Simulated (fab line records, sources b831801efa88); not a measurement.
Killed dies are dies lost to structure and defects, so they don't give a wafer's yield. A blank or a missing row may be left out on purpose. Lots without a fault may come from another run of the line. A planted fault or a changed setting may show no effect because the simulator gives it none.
A struck lot beside a sound one | flow gf180mcu | 6 steps out of a route of 602
Sound: wafers L582.1, L582.2, L582.6. Struck: wafers L593.1, L593.3, L593.6. The cause comes at the end.
At each step with rows: each side's tool, then ch and its chambers, then its first start. Under that, the readings that differ: sound wafers | struck wafers | difference of the means | sigmas: that difference in standard deviations of wafers without a fault.
alike: readings whose means differ by less than 2 such deviations, and words and numbers that are the same on both sides. not compared: withheld readings, readings that some wafer has no value for, bounds like >300 that may hide the same value, and numbers for which the record gives no deviation and whose values overlap.
The two part at a step that has a row with sigmas, a row that says differs or no value, or rows on one side only. Numbers that don't overlap but have no deviation are shown without sigmas and don't part them. A reading that every wafer of one side lacks parts them only if that side has two wafers or more.

GF_STI_BOW_MEAS_00:
  sound on film_metro-02, day 1 10:00; struck on film_metro-03, day 3 17:00
  alike: INCOMING_BOW
then, 1 step without rows for these wafers: GF_STI_OXIDATION_01 (stabilise 600 s, purge 300 s, target thk 10 nm).
GF_STI_THK_MEAS_02:
  sound on film_metro-02, day 1 16:42; struck on film_metro-02, day 3 19:29
  alike: STI_OXIDATION_THK
GF_STI_CVD_03: deposits Si3N4 from DCS/NH3, target thk 207.16 nm, time 3551 s.
  sound on lpcvd-01 ch 1, day 1 16:46; struck on lpcvd-02 ch 0, day 3 22:10
  alike: spike_tc_centre_C, spike_tc_lower_C, spike_tc_upper_C, zone_power_centre_pct, zone_power_upper_pct
GF_STI_THK_MEAS_04:
  sound on film_metro-02, day 1 18:44; struck on film_metro-04, day 4 00:23
  reading             | sound             | struck            | difference | sigmas
  STI_CVD_03_THK (nm) | 208.0 206.7 207.1 | 417.2 416.1 419.3 | +210.3     | +99 or more
GF_PASSIVATION_PROBE_99:
  the record has rows for the sound wafers here (prober-01, day 29 02:10) and none for the struck ones

WHERE THEY PART
First at GF_STI_THK_MEAS_04; last, within this record, at GF_PASSIVATION_PROBE_99.

WHY: what the simulator had put in
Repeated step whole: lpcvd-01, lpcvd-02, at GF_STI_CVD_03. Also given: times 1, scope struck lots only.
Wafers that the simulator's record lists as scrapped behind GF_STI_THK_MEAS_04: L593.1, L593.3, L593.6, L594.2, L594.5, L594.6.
